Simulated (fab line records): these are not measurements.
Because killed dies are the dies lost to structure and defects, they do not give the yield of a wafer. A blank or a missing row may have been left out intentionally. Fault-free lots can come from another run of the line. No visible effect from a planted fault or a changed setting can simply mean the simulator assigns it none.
fab line records	flow sky130
record lots=7	wafers=21	last_day=50
route steps=708 shown VT_ADJUST_PCH@153 SONOS_TUNNEL@154 PAD_OPEN@708
lots that met no fault: from a run of the same line without faults
start_h: the number of hours between the record's first day and the start of the first shown wafer of the lot	wait_h: how many hours have passed since the lot's step before this one	" as in the row above	L1.1+2: one row covering several wafers at once	- no value present, or no start provided	* or withheld: withheld	< > ~ a bound
route shown NAME@n: NAME is a module with steps in the file, n the number in the route of the first one	usual: mean/standard deviation taken from wafers without a fault	same: alike in all rows	chamber/n: place in a boat	sites: the reading at each site	_std_site: the values' standard deviation	_edge_site: mean of outer sites minus mean of inner sites	radius_mm: for every site, how far away it sits from the centre of the wafer	mask NAME#n: copy n	behind: tool/chamber where the wafer was last shaped	hold: why the lot went on hold/how many hours it stayed there/how the hold came to an end	device: which transistor (n, p or np) failed to switch	end of line: at the end of the route, the tests of the same wafers	for a step that has no rows: nothing shown but its recipe	killed: dies that structure and defects cost at the first sort, which is not the same as the wafer's yield	map: shows each die of a wafer: x if killed, . if not, _ if none is there
set.NAME: the setting as run; set.NAME@STEP: as run at that earlier step	model.NAME: the simulator's own value behind a step, which no gauge read
lots at some steps of the route; a table a step, a row a wafer
## steps
# step SKY_VT_ADJUST_PCH_TW_MEAS_10
# usual VT_ADJUST_PCH_TW=143.3/1.3
lot.wafer	tool	chamber	start_h	wait_h	VT_ADJUST_PCH_TW
L434.3	film_metro-02	-	280.59	0.1	142.4
L434.5	"	-	"	"	142.5
L434.6	"	-	"	"	142.3
L437.2	film_metro-02	-	300.64	0.1	142.6
L437.4	"	-	"	"	142.4
L437.6	"	-	"	"	142.2
L442.4	film_metro-04	-	337.65	0.1	142.2
L442.5	"	-	"	"	142.0
L442.6	"	-	"	"	142.3
L443.1	film_metro-02	-	349.88	0.1	142.8
L443.2	"	-	"	"	142.9
L443.6	"	-	"	"	143.5
L444.1	film_metro-03	-	358.12	0.1	146.2
L444.4	"	-	"	"	145.1
L444.6	"	-	"	"	145.4
L447.1	film_metro-02	-	376.17	0.1	143.9
L447.4	"	-	"	"	144.2
L447.6	"	-	"	"	143.5
L449.2	film_metro-03	-	389.63	0.1	144.8
L449.4	"	-	"	"	145.2
L449.6	"	-	"	"	145.0
# step SKY_SONOS_TUNNEL_DEHYDRATE_00
# recipe temp_c=200	time_s=60
# step SKY_SONOS_TUNNEL_HMDS_01
# recipe prime_time_s=60	prime_temp_c=120
# step SKY_SONOS_TUNNEL_COAT_02
# recipe resist=NOVOLAK	spin_rpm=3000	resist_thk_nm=1140
# step SKY_SONOS_TUNNEL_SOFTBAKE_03
# recipe temp_c=90	time_s=60	resist=NOVOLAK
# step SKY_SONOS_TUNNEL_EXPOSE_04
# recipe mask_id=TUNM	na=0.6	source_shape=conventional	sigma_outer=0.6	polarization=unpolarized	target_cd_nm=410	dose_mj=136
# step SKY_SONOS_TUNNEL_PEB_05
# recipe temp_c=withheld	time_s=*	resist=NOVOLAK
# step SKY_SONOS_TUNNEL_DEVELOP_06
# recipe resist=NOVOLAK	developer=TMAH	develop_time_s=60	dev_temp_c=23
# step SKY_SONOS_TUNNEL_CD_MEAS_07
# recipe target_cd_nm=410
# usual cd_nm=410.6/2.3
lot.wafer	tool	chamber	start_h	wait_h	cd_nm
L434.3	cd_sem-01	-	305.67	0.1	408.5
L434.5	"	-	"	"	411.0
L434.6	"	-	"	"	409.2
L437.2	cd_sem-02	-	327.16	0.1	409.2
L437.4	"	-	"	"	407.8
L437.6	"	-	"	"	404.8
L442.4	cd_sem-02	-	363.95	0.1	409.2
L442.5	"	-	"	"	409.6
L442.6	"	-	"	"	408.1
L443.1	cd_sem-01	-	377.06	0.1	413.9
L443.2	"	-	"	"	411.6
L443.6	"	-	"	"	412.3
L444.1	cd_sem-01	-	387.04	0.1	410.1
L444.4	"	-	"	"	408.9
L444.6	"	-	"	"	411.4
L447.1	cd_sem-01	-	404.54	0.1	410.9
L447.4	"	-	"	"	412.1
L447.6	"	-	"	"	410.5
L449.2	cd_sem-01	-	418.77	0.1	411.9
L449.4	"	-	"	"	411.4
L449.6	"	-	"	"	412.6
# step SKY_SONOS_TUNNEL_OVL_MEAS_08
# usual SONOS_TUNNEL_OVL=-0.9/1.6
lot.wafer	tool	chamber	start_h	wait_h	SONOS_TUNNEL_OVL[nm]
L434.3	overlay-02	-	305.76	0.1	-2.0
L434.5	"	-	"	"	-1.1
L434.6	"	-	"	"	-1.8
L437.2	overlay-02	-	327.26	0.1	-1.1
L437.4	"	-	"	"	-2.1
L437.6	"	-	"	"	-0.6
L442.4	overlay-01	-	364.03	0.1	-1.5
L442.5	"	-	"	"	-3.4
L442.6	"	-	"	"	-3.7
L443.1	overlay-02	-	377.18	0.1	-0.3
L443.2	"	-	"	"	-0.8
L443.6	"	-	"	"	-2.0
L444.1	overlay-01	-	387.16	0.1	0.9
L444.4	"	-	"	"	-0.4
L444.6	"	-	"	"	0.2
L447.1	overlay-02	-	404.66	0.1	0.1
L447.4	"	-	"	"	-1.6
L447.6	"	-	"	"	-0.4
L449.2	overlay-02	-	418.88	0.1	1.2
L449.4	"	-	"	"	-1.2
L449.6	"	-	"	"	0.4
# step SKY_SONOS_TUNNEL_IMPLANT_09
# recipe species=B	energy_kev=20	dose_cm2=1e+12	tilt_deg=withheld
# step SKY_SONOS_TUNNEL_WET_ETCH_10
# recipe chemistry=dHF	target_depth_nm=14	target=SiO2	dilution=100:1	temp_c=25	time_s=280
# step SKY_SONOS_TUNNEL_STRIP_11
# recipe chemistry=SPM	time_s=600	temp_c=130
# usual bath_guard_temp_C=129.9/0.43	bath_heat_duty_pct=14.5/1.3
lot.wafer	tool	chamber	start_h	wait_h	bath_guard_temp_C	bath_heat_duty_pct	model.NOVOLAK_of_SONOS_TUNNEL_COAT_02.thk_nm
L434.3	wet_bench-03	3	306.02	0.0	130.5	13.8	0
L434.5	"	3	"	"	130.2	13.3	0
L434.6	"	3	"	"	131.0	14.7	0
L437.2	wet_bench-03	0	327.53	0.0	130.4	12.1	0
L437.4	"	0	"	"	130.7	10.9	0
L437.6	"	0	"	"	130.4	12.0	0
L442.4	wet_bench-03	3	364.28	0.0	-	-	1140
L442.5	"	3	"	"	-	-	1135
L442.6	"	3	"	"	-	-	1137
L443.1	wet_bench-03	1	377.46	0.0	-	-	1137
L443.2	"	1	"	"	-	-	1134
L443.6	"	1	"	"	-	-	1137
L444.1	wet_bench-04	1	387.43	0.0	-	-	1134
L444.4	"	1	"	"	-	-	1136
L444.6	"	1	"	"	-	-	1135
L447.1	wet_bench-04	1	404.93	0.0	130.1	13.6	0
L447.4	"	1	"	"	129.9	15.3	0
L447.6	"	1	"	"	130.0	15.6	0
L449.2	wet_bench-03	0	419.17	0.0	130.2	11.3	0
L449.4	"	0	"	"	130.0	11.6	0
L449.6	"	0	"	"	130.5	12.3	0
# step SKY_SONOS_TUNNEL_TW_MEAS_12
# usual SONOS_TUNNEL_TW=197.4/2
lot.wafer	tool	chamber	start_h	wait_h	SONOS_TUNNEL_TW
L434.3	film_metro-03	-	306.21	0.0	200.5
L434.5	"	-	"	"	200.2
L434.6	"	-	"	"	200.7
L437.2	film_metro-01	-	327.71	0.0	196.0
L437.4	"	-	"	"	195.8
L437.6	"	-	"	"	195.2
L442.4	film_metro-01	-	364.48	0.0	195.8
L442.5	"	-	"	"	196.8
L442.6	"	-	"	"	196.5
L443.1	film_metro-03	-	377.63	0.0	200.5
L443.2	"	-	"	"	201.3
L443.6	"	-	"	"	200.1
L444.1	film_metro-03	-	387.62	0.0	200.6
L444.4	"	-	"	"	200.1
L444.6	"	-	"	"	200.2
L447.1	film_metro-02	-	405.12	0.0	197.8
L447.4	"	-	"	"	198.2
L447.6	"	-	"	"	198.4
L449.2	film_metro-01	-	419.36	0.0	197.6
L449.4	"	-	"	"	195.4
L449.6	"	-	"	"	195.8
# step SKY_PAD_OPEN_PROBE_99
# usual killed_at_M0_to_M3=43/7.5	killed_at_M4_up=3.3/1.9	killed_at_contacts=24/4.6	killed_at_front_end=16/4.9	killed_at_other=0.2/0.46	killed_dies=87/9.1	killed_on_rim=17/3.6	killed_open=47/7.4	killed_short=39/6.6
# same gross_dies=492	killed_at_back_side=0
lot.wafer	tool	chamber	start_h	wait_h	hold	killed_at_M0_to_M3	killed_at_M4_up	killed_at_contacts	killed_at_front_end	killed_at_other	killed_dies	killed_on_rim	killed_open	killed_short
L434.3	prober-01	-	1121.15	0.2	-	43	4	27	27	0	101	21	34	65
L434.5	prober-01	-	1121.25	0.2	-	45	4	26	18	1	94	19	40	53
L434.6	prober-01	-	1121.30	0.2	-	58	0	17	17	1	93	18	58	35
L437.2	prober-02	-	1132.56	0.1	-	51	1	23	10	2	87	18	41	45
L437.4	prober-02	-	1132.66	0.2	-	38	3	24	16	1	82	16	47	35
L437.6	prober-02	-	1132.76	0.2	-	37	4	20	21	0	82	15	37	44
L442.4	prober-01	-	1158.46	0.2	-	51	1	23	417	0	492	96	51	37
L442.5	prober-01	-	1158.51	0.2	-	52	4	26	410	0	492	96	57	39
L442.6	prober-01	-	1158.56	0.2	-	48	3	21	420	0	492	96	37	51
L443.1	prober-02	-	1164.66	0.1	await_dispo/2.4h/scrap	30	0	32	430	0	492	96	45	37
L443.2	prober-02	-	1164.71	0.1	await_dispo/2.4h/scrap	41	5	25	421	0	492	96	41	42
L443.6	prober-02	-	1164.91	0.2	await_dispo/2.4h/scrap	58	3	27	404	0	492	96	60	43
L444.1	prober-01	-	1170.63	0.1	-	49	3	24	416	0	492	96	45	40
L444.4	prober-01	-	1170.78	0.2	-	54	3	21	414	0	492	96	61	31
L444.6	prober-01	-	1170.88	0.2	-	48	4	28	412	0	492	96	38	62
L447.1	prober-01	-	1183.91	0.1	-	34	3	22	11	0	70	14	29	41
L447.4	prober-01	-	1184.06	0.2	-	32	4	33	15	0	84	21	46	38
L447.6	prober-01	-	1184.16	0.2	-	27	5	33	9	0	74	15	37	37
L449.2	prober-02	-	1189.43	0.1	-	49	4	24	12	0	89	22	46	43
L449.4	prober-02	-	1189.53	0.2	-	43	5	19	21	0	88	18	40	48
L449.6	prober-02	-	1189.63	0.2	-	50	3	18	20	1	92	17	45	47
# killed by level:class
L434.3 METAL1:geometric_particle:short=12 FIELD_ISO:geometric_particle:open=10 METAL2:geometric_particle:short=10 FIELD_ISO:geometric_particle:short=8 CONTACT:geometric_particle:short=8 LI_CONTACT:geometric_particle:short=7 CONTACT:geometric_particle:open=7 LOCAL_INTERCONNECT:geometric_particle:short=5
L434.5 METAL2:geometric_particle:short=10 VIA1:geometric_particle:short=8 METAL1:geometric_particle:short=8 LI_CONTACT:geometric_particle:open=7 CONTACT:geometric_particle:open=7 VIA1:geometric_particle:open=6 FIELD_ISO:geometric_particle:open=5 LOCAL_INTERCONNECT:geometric_particle:short=4
L434.6 VIA1:geometric_particle:open=17 VIA3:geometric_particle:open=11 LI_CONTACT:geometric_particle:open=5 CONTACT:geometric_particle:open=5 VIA1:geometric_particle:short=5 FIELD_ISO:geometric_particle:open=4 POLY_GATE:geometric_particle:short=4 METAL1:geometric_particle:open=4
L437.2 CONTACT:geometric_particle:open=13 VIA1:geometric_particle:open=11 VIA1:geometric_particle:short=8 VIA3:geometric_particle:short=6 METAL2:geometric_particle:short=5 VIA2:geometric_particle:short=5 CONTACT:geometric_particle:short=4 METAL1:geometric_particle:short=4
L437.4 VIA1:geometric_particle:open=10 CONTACT:geometric_particle:short=8 VIA2:geometric_particle:open=8 FIELD_ISO:geometric_particle:open=7 CONTACT:geometric_particle:open=7 VIA3:geometric_particle:open=5 LOCAL_INTERCONNECT:geometric_particle:short=4 VIA1:geometric_particle:short=4
L437.6 METAL1:geometric_particle:short=8 VIA3:geometric_particle:open=7 CONTACT:geometric_particle:short=6 CONTACT:geometric_particle:open=6 VIA1:geometric_particle:open=6 FIELD_ISO:geometric_particle:open=5 POLY_GATE:geometric_particle:short=5 METAL2:geometric_particle:short=5
L442.4 SONOS_ONO:area_oxidation=402 VIA1:geometric_particle:open=14 LI_CONTACT:geometric_particle:open=9 CONTACT:geometric_particle:open=8 VIA2:geometric_particle:open=7 VIA1:geometric_particle:short=6 METAL1:geometric_particle:short=6 VIA3:geometric_particle:open=5
L442.5 SONOS_ONO:area_oxidation=395 VIA1:geometric_particle:open=14 LI_CONTACT:geometric_particle:open=9 VIA2:geometric_particle:short=8 CONTACT:geometric_particle:short=6 CONTACT:geometric_particle:open=6 VIA1:geometric_particle:short=5 VIA3:geometric_particle:open=5
L442.6 SONOS_ONO:area_oxidation=402 VIA3:geometric_particle:open=9 FIELD_ISO:geometric_particle:short=8 CONTACT:geometric_particle:short=8 VIA1:geometric_particle:open=7 VIA1:geometric_particle:short=6 VIA2:geometric_particle:open=6 METAL1:geometric_particle:short=5
L443.1 SONOS_ONO:area_oxidation=410 LI_CONTACT:geometric_particle:open=10 CONTACT:geometric_particle:open=9 VIA1:geometric_particle:open=7 METAL2:geometric_particle:short=7 CONTACT:geometric_particle:short=6 METAL1:geometric_particle:short=5 FIELD_ISO:geometric_particle:open=4
L443.2 SONOS_ONO:area_oxidation=408 LI_CONTACT:geometric_particle:open=9 CONTACT:geometric_particle:open=8 METAL1:geometric_particle:short=7 CONTACT:geometric_particle:short=6 VIA1:geometric_particle:open=6 VIA2:geometric_particle:open=6 METAL2:geometric_particle:short=5
L443.6 SONOS_ONO:area_oxidation=389 CONTACT:geometric_particle:open=11 VIA1:geometric_particle:open=10 VIA3:geometric_particle:open=9 LI_CONTACT:geometric_particle:open=8 VIA1:geometric_particle:short=8 CONTACT:geometric_particle:short=6 POLY_GATE:geometric_particle:short=6
L444.1 SONOS_ONO:area_oxidation=407 VIA1:geometric_particle:open=14 CONTACT:geometric_particle:open=11 VIA1:geometric_particle:short=8 METAL2:geometric_particle:short=8 LI_CONTACT:geometric_particle:open=7 FIELD_ISO:geometric_particle:short=5 VIA3:geometric_particle:short=4
L444.4 SONOS_ONO:area_oxidation=400 VIA1:geometric_particle:open=21 CONTACT:geometric_particle:open=9 METAL2:geometric_particle:short=6 VIA3:geometric_particle:open=6 LI_CONTACT:geometric_particle:open=5 FIELD_ISO:geometric_particle:open=4 POLY_GATE:geometric_particle:open=4
L444.6 SONOS_ONO:area_oxidation=392 CONTACT:geometric_particle:short=15 VIA1:geometric_particle:open=9 VIA1:geometric_particle:short=7 FIELD_ISO:geometric_particle:short=6 METAL2:geometric_particle:short=6 LOCAL_INTERCONNECT:geometric_particle:short=5 METAL2:geometric_particle:open=5
L447.1 CONTACT:geometric_particle:open=9 METAL1:geometric_particle:short=6 CONTACT:geometric_particle:short=5 VIA1:geometric_particle:open=5 METAL2:geometric_particle:short=5 VIA3:geometric_particle:open=4 LOCAL_INTERCONNECT:geometric_particle:short=4 POLY_GATE:geometric_particle:short=3
L447.4 CONTACT:geometric_particle:open=15 VIA1:geometric_particle:open=8 LI_CONTACT:geometric_particle:open=7 CONTACT:geometric_particle:short=7 VIA3:geometric_particle:short=6 POLY_GATE:geometric_particle:short=5 METAL2:geometric_particle:short=5 METAL1:geometric_particle:short=4
L447.6 CONTACT:geometric_particle:open=11 LOCAL_INTERCONNECT:geometric_particle:short=7 METAL1:geometric_particle:short=6 FIELD_ISO:geometric_particle:open=4 LI_CONTACT:geometric_particle:short=4 LI_CONTACT:geometric_particle:open=4 CONTACT:geometric_particle:short=4 VIA1:geometric_particle:open=4
L449.2 VIA1:geometric_particle:open=12 LI_CONTACT:geometric_particle:open=8 VIA1:geometric_particle:short=7 METAL2:geometric_particle:short=7 VIA3:geometric_particle:open=6 CONTACT:geometric_particle:open=6 FIELD_ISO:geometric_particle:open=5 CONTACT:geometric_particle:short=5
L449.4 METAL1:geometric_particle:short=9 VIA1:geometric_particle:open=7 FIELD_ISO:geometric_particle:short=6 FIELD_ISO:geometric_particle:open=6 POLY_GATE:geometric_particle:short=6 CONTACT:geometric_particle:open=6 METAL2:geometric_particle:short=6 VIA3:geometric_particle:open=6
L449.6 VIA2:geometric_particle:open=9 VIA3:geometric_particle:open=8 METAL2:geometric_particle:short=7 VIA1:geometric_particle:short=7 FIELD_ISO:geometric_particle:short=5 CONTACT:geometric_particle:open=5 FIELD_ISO:geometric_particle:open=5 VIA1:geometric_particle:open=5
# map L442.4 (x killed, . not)
__________xxxxxxxxxx_________
________xxxxxxxxxxxxxx_______
______xxxxxxxxxxxxxxxxxx_____
_____xxxxxxxxxxxxxxxxxxxx____
____xxxxxxxxxxxxxxxxxxxxxx___
___xxxxxxxxxxxxxxxxxxxxxxxx__
__xxxxxxxxxxxxxxxxxxxxxxxxxx_
_xxxxxxxxxxxxxxxxxxxxxxxxxxxx
_xxxxxxxxxxxxxxxxxxxxxxxxxxxx
_xxxxxxxxxxxxxxxxxxxxxxxxxxxx
_xxxxxxxxxxxxxxxxxxxxxxxxxxxx
_xxxxxxxxxxxxxxxxxxxxxxxxxxxx
_xxxxxxxxxxxxxxxxxxxxxxxxxxxx
_xxxxxxxxxxxxxxxxxxxxxxxxxxxx
_xxxxxxxxxxxxxxxxxxxxxxxxxxxx
__xxxxxxxxxxxxxxxxxxxxxxxxxx_
___xxxxxxxxxxxxxxxxxxxxxxxx__
____xxxxxxxxxxxxxxxxxxxxxx___
_____xxxxxxxxxxxxxxxxxxxx____
______xxxxxxxxxxxxxxxxxx_____
________xxxxxxxxxxxxxx_______
__________xxxxxxxxxx_________
# map L443.1 (x killed, . not)
__________xxxxxxxxxx_________
________xxxxxxxxxxxxxx_______
______xxxxxxxxxxxxxxxxxx_____
_____xxxxxxxxxxxxxxxxxxxx____
____xxxxxxxxxxxxxxxxxxxxxx___
___xxxxxxxxxxxxxxxxxxxxxxxx__
__xxxxxxxxxxxxxxxxxxxxxxxxxx_
_xxxxxxxxxxxxxxxxxxxxxxxxxxxx
_xxxxxxxxxxxxxxxxxxxxxxxxxxxx
_xxxxxxxxxxxxxxxxxxxxxxxxxxxx
_xxxxxxxxxxxxxxxxxxxxxxxxxxxx
_xxxxxxxxxxxxxxxxxxxxxxxxxxxx
_xxxxxxxxxxxxxxxxxxxxxxxxxxxx
_xxxxxxxxxxxxxxxxxxxxxxxxxxxx
_xxxxxxxxxxxxxxxxxxxxxxxxxxxx
__xxxxxxxxxxxxxxxxxxxxxxxxxx_
___xxxxxxxxxxxxxxxxxxxxxxxx__
____xxxxxxxxxxxxxxxxxxxxxx___
_____xxxxxxxxxxxxxxxxxxxx____
______xxxxxxxxxxxxxxxxxx_____
________xxxxxxxxxxxxxx_______
__________xxxxxxxxxx_________
## key
first_sign step=SKY_SONOS_TUNNEL_STRIP_11	reading=tool_record	direction=missing
effect step=SKY_PAD_OPEN_PROBE_99	reading=killed_at_front_end	direction=up	sigmas=81	usual=16	struck=416
model_effect step=SKY_SONOS_TUNNEL_STRIP_11	value=NOVOLAK_of_SONOS_TUNNEL_COAT_02.thk_nm	without=0	struck=1136
more_kills_born_at SKY_SONOS_ONO_OXIDATION_00@furnace-01=2406	SKY_SONOS_ONO_OXIDATION_00@furnace-02=1199
met_at SKY_SONOS_TUNNEL_STRIP_11
struck_wafers L442.4,L442.5,L442.6,L443.1,L443.2,L443.6,L444.1,L444.4,L444.6
later_rows_left_out L442.4,L442.5,L442.6,L443.1,L443.2,L443.6,L444.1,L444.4,L444.6
tester_left_out L442,L443,L444
onset_between 327.53 364.28
fault kind=skipped_step_whole	tool=wet_bench-03,wet_bench-04	chamber=-	onset_h=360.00	steps=SKY_SONOS_TUNNEL_STRIP_11	scope=struck_lots_only
# tester_left_out: of these lots the tester's yield and bins aren't shown, on N5 and GAA mostly nor the transistor test; their killed dies are dies lost to structure and defects alone, not to doping, threshold or leakage, so they don't give the yield
# later_rows_left_out: the simulator's readings of these wafers behind a module that went badly wrong aren't trusted and aren't shown, but for the sort
